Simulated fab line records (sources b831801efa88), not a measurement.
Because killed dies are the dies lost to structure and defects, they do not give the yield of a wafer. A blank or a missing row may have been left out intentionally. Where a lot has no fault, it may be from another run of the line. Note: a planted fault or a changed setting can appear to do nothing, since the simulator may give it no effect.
Check for tools in common	flow gf180mcu	Sampled: 13 lots, 39 wafers

WHY THIS WAS OPENED
Flagged at GF_M1_CD_MEAS_14: reading cd_nm, on 1 of 13 lots. Fault-free wafers read 230.4 nm, with a standard deviation of 1.4.
Rule: a lot is flagged in two cases, either no wafer of it has a number, or all its wafers with numbers fall more than 4 standard deviations from that mean. The other lots count as sound.

lot	measured	on	cd_nm (nm), wafer by wafer	flag
L832	day 16 23:57	cd_sem-02	232.8 231.6 231.9	
L834	day 17 20:48	cd_sem-02	227.6 228.8 227.7	
L833	day 17 21:09	cd_sem-01	232.8 232.8 231.9	
L835	day 18 00:58	cd_sem-02	228.7 228.9 229.0	
L837	day 19 00:15	cd_sem-01	230.9 229.4 229.6	
L836	day 19 01:36	cd_sem-02	231.0 230.7 231.4	
L839	day 19 21:51	cd_sem-01	229.0 229.1 230.4	
L842	day 20 22:38	cd_sem-02	233.1 232.5 231.7	
L845	day 22 01:44	cd_sem-01	229.8 230.8 230.5	
L849	day 23 09:48	cd_sem-01	199.2 160.7 171.0	FLAGGED
L851	day 23 23:38	cd_sem-02	229.2 230.0 230.0	
L852	day 24 15:06	cd_sem-02	229.3 229.4 229.1	
L853	day 24 16:57	cd_sem-01	231.4 230.6 230.4	
On average the flagged lots' numbers are 177.0 nm, which is -53.4 nm against the usual, or -38 standard deviations.

EACH LOT AND THE TOOL IT RAN ON
The record holds 2 process steps before the reading, out of a route of 602 steps. Each cell gives the tool, then ch followed by the chambers the sampled wafers passed through, then the start.
lot	flag	GF_SAB_CVD_00	GF_M1_EXPOSE_11
L832		pecvd-03 ch 0,2, day 14 04:16	krf_scanner-01 ch 0, day 16 12:52
L834		pecvd-01 ch 0,2, day 14 23:37	krf_scanner-02 ch 0, day 17 08:56
L833		pecvd-03 ch 0,1,2, day 14 22:36	krf_scanner-01 ch 0, day 17 09:10
L835		pecvd-01 ch 0,1,2, day 15 02:02	krf_scanner-01 ch 0, day 17 13:58
L837		pecvd-01 ch 1,2, day 16 00:28	krf_scanner-01 ch 0, day 18 12:02
L836		pecvd-03 ch 0,1,2, day 16 01:25	krf_scanner-01 ch 0, day 18 13:17
L839		pecvd-01 ch 1,2, day 16 19:30	krf_scanner-01 ch 0, day 19 09:50
L842		pecvd-02 ch 1,2, day 17 19:37	krf_scanner-02 ch 0, day 20 10:43
L845		pecvd-01 ch 0,2, day 18 22:52	krf_scanner-01 ch 0, day 21 13:45
L849	FLAGGED	pecvd-03 ch 0,2, day 20 07:13	krf_scanner-01 ch 0, day 22 22:46
L851		pecvd-01 ch 0,1,2, day 20 22:32	krf_scanner-02 ch 0, day 23 12:06
L852		pecvd-01 ch 0,1,2, day 21 16:08	krf_scanner-02 ch 0, day 24 04:39
L853		pecvd-03 ch 0,1,2, day 21 17:02	krf_scanner-02 ch 0, day 24 06:15
What the steps here do:
- GF_SAB_CVD_00: deposits SiO2 from TEOS, target thk 50 nm, time 4.9302 s.
- GF_M1_EXPOSE_11: exposes mask Metal1, target cd 230 nm.
- GF_M1_CD_MEAS_14: target cd 230 nm.

FLAGGED OVER TOTAL, TOOL BY TOOL (the gauges that took the reading come last)
step	tool	lots run	flagged	share of the flagged lots	sound lots run after its first flagged lot
GF_SAB_CVD_00	pecvd-01	7	0	none	-
GF_SAB_CVD_00	pecvd-02	1	0	none	-
GF_SAB_CVD_00	pecvd-03	5	1	all	1 (L853)
GF_M1_EXPOSE_11	krf_scanner-01	8	1	all	0
GF_M1_EXPOSE_11	krf_scanner-02	5	0	none	-
GF_M1_CD_MEAS_14	cd_sem-01	6	1	all	1 (L853)
GF_M1_CD_MEAS_14	cd_sem-02	7	0	none	-

THE TABLE: WHAT IT ALLOWS
All flagged lots were run by 3 table rows, namely pecvd-03 at GF_SAB_CVD_00, krf_scanner-01 at GF_M1_EXPOSE_11, cd_sem-01 at GF_M1_CD_MEAS_14.
- pecvd-03 at GF_SAB_CVD_00 ran 5 lots, 1 of them flagged. After the first flagged lot (L853), sound lots still ran on it; a lasting fault on the whole tool would not permit that.
- krf_scanner-01 at GF_M1_EXPOSE_11 ran 8 lots, 1 of them flagged. It ran its last sound lot, L845, at day 21 13:45 and its first flagged lot, L849, at day 22 22:46: a fault with its onset between the two fits. Its own readings (exposure_dose_mJ_cm2) fall more than 4 standard deviations out on all wafers of the flagged lots.
- cd_sem-01 at GF_M1_CD_MEAS_14 ran 6 lots, 1 of them flagged. After the first flagged lot (L853), sound lots still ran on it; a lasting fault on the whole tool would not permit that.
Left over: one tool, krf_scanner-01 at GF_M1_EXPOSE_11.

WHAT THE SIMULATOR HAD PUT IN
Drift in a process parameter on krf_scanner-01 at GF_M1_EXPOSE_11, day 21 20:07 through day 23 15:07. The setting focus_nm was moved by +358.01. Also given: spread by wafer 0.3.
Lots struck among those shown: L849. The same result came from the rule above.
